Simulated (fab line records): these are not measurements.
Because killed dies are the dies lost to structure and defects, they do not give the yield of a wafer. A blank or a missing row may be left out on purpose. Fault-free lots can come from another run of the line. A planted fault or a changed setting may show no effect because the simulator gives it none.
A lot that was struck, set against a sound lot || flow gf180mcu || 17 out of 602 route steps
Sound: the wafers L956.3, L956.4, L956.5. Struck: wafers L952.2, L952.3, L952.5. The cause is given at the end.
At each step with rows: each side's tool, then ch and its chambers, then its first start. Under that, the readings that differ: sound wafers || struck wafers || difference of the means || sigmas: that difference in standard deviations of wafers without a fault.
alike: readings with means less than 2 such deviations apart, plus words and numbers identical on both sides. not compared: withheld readings, readings lacking a value on some wafer, bounds such as >300 that could conceal the same value, and numbers that have no deviation in the record and whose values overlap.
The two part at a step that has a row with sigmas, a row that says differs or no value, or rows on one side only. Numbers that don't overlap but have no deviation are shown without sigmas and don't part them. Lack of a reading on every wafer of one side parts them only where that side has two or more wafers.

GF_SAB_STRIP_13: strips in O2/N2.
  sound on plasma-asher-01 ch 0,1, day 20 09:33; struck on plasma-asher-01 ch 0,1, day 19 07:40
  alike: drypump-motor-current-A, heater-power-w, oes-product-au, strip-time-to-endpoint-s
  not compared: rf-hours-counter-h
then, 2 steps without rows for these wafers: GF_SALICIDE_CLEAN_00 (cleans in SC1/SC2, time 150 s); GF_SALICIDE_WET_ETCH_01 (etches SiO2 in dHF, target depth 5 nm, time 100 s).
GF_SALICIDE_SPUTTER_02: material Co, target thk 10 nm, time 20 s.
  sound on pvd-sputter-03, day 20 09:42; struck on pvd-sputter-01, day 19 07:52
  alike: cathode-dc-power-W, throttle-valve-pct
GF_SALICIDE_SPUTTER_03: material TiN, target thk 20 nm, time 16.7 s.
  sound on pvd-sputter-03, day 20 09:44; struck on pvd-sputter-01, day 19 07:53
  alike: cathode-dc-power-W, throttle-valve-pct
GF_SALICIDE_RS_MEAS_04: measurement is done with a four-point probe.
  sound on film-metro-04, day 20 09:48; struck on film-metro-02, day 19 07:56
  alike: SALICIDE_TIN_RS
GF_SALICIDE_THK_MEAS_05: measures by xrf.
  sound on film-metro-04, day 20 09:54; struck on film-metro-02, day 19 08:03
  alike: SALICIDE_TIN_THK
GF_SALICIDE_RTA_06: time 30 s.
  sound on rtp-anneal-02 ch 0, day 20 09:58; struck on rtp-anneal-02 ch 0, day 19 08:07
  alike: lamp-power-pct, wafer_temp_C_max
then, 1 step without rows for these wafers: GF_SALICIDE_WET_ETCH_07 (etches the open film in SPM, target depth 120 nm).
GF_SALICIDE_RTA_08: time 30 s.
  sound on rtp-anneal-01 ch 0, day 20 10:10; struck on rtp-anneal-01 ch 0, day 19 08:19
  alike: lamp-power-pct, wafer_temp_C_max
then, 1 step without rows for these wafers: GF_CONTACT_CVD_00 (deposits SiO2, target thk 300 nm, time 50 s).
GF_CONTACT_THK_MEAS_01:
  sound on film-metro-01, day 20 10:17; struck on film-metro-01, day 19 08:26
{"reading": "CONTACT_CVD_00_THK (nm)", "sound": "304.1 303.7 307.0", "struck": "314.0 315.8 313.0", "difference": "+9.3", "sigmas": "+3"}
GF_CONTACT_CVD_02: deposits SiO2 from TEOS, target thk 860 nm, time 95.992 s.
  sound on pecvd-02 ch 1,2, day 20 10:20; struck on pecvd-03 ch 1,2, day 19 08:29
{"reading": "model.SiO2_of_CONTACT_CVD_02.thk-nm (nm)", "sound": "851 859.9 879.1", "struck": "1021 1026 1036", "difference": "+164", "sigmas": ""}
  alike: heater-power-outer-w, heater-power-w
  not compared: since-wet-clean-h
GF_CONTACT_THK_MEAS_03:
  sound on film-metro-02, day 20 10:25; struck on film-metro-02, day 19 08:48
{"reading": "CONTACT_CVD_02_THK (nm)", "sound": "851 860 880", "struck": "1020 1026 1036", "difference": "+164", "sigmas": "+15"}
  not compared: hold
GF_CONTACT_CMP_04: polishes SiO2.
  sound on cmp-02 ch 0,2,3, day 20 10:31; struck on cmp-02 ch 0,1,2, day 19 16:05
{"reading": "hold", "sound": "- - -", "struck": "await-dispo/7.1h/release await-dispo/7.1h/release await-dispo/7.1h/release", "difference": "no value on the sound wafers", "sigmas": ""}
{"reading": "time-to-endpoint-s (s)", "sound": "101 109 119", "struck": "173 166 171", "difference": "+60", "sigmas": "+11"}
  alike: motor-current-A
GF_CONTACT_BOW_MEAS_05:
  sound on film-metro-01, day 20 10:48; struck on film-metro-02, day 19 16:25
  alike: CONTACT_BOW
next, for these wafers, 1 step has no rows: GF_PASSIVATION_PROBE_99.

== WHERE THEY PART ==
Last at GF_CONTACT_CMP_04 as far as this record goes, first at GF_CONTACT_THK_MEAS_01. Later steps at which nothing parts them and some readings are alike: GF_CONTACT_BOW_MEAS_05.

WHY: the cause the simulator had injected
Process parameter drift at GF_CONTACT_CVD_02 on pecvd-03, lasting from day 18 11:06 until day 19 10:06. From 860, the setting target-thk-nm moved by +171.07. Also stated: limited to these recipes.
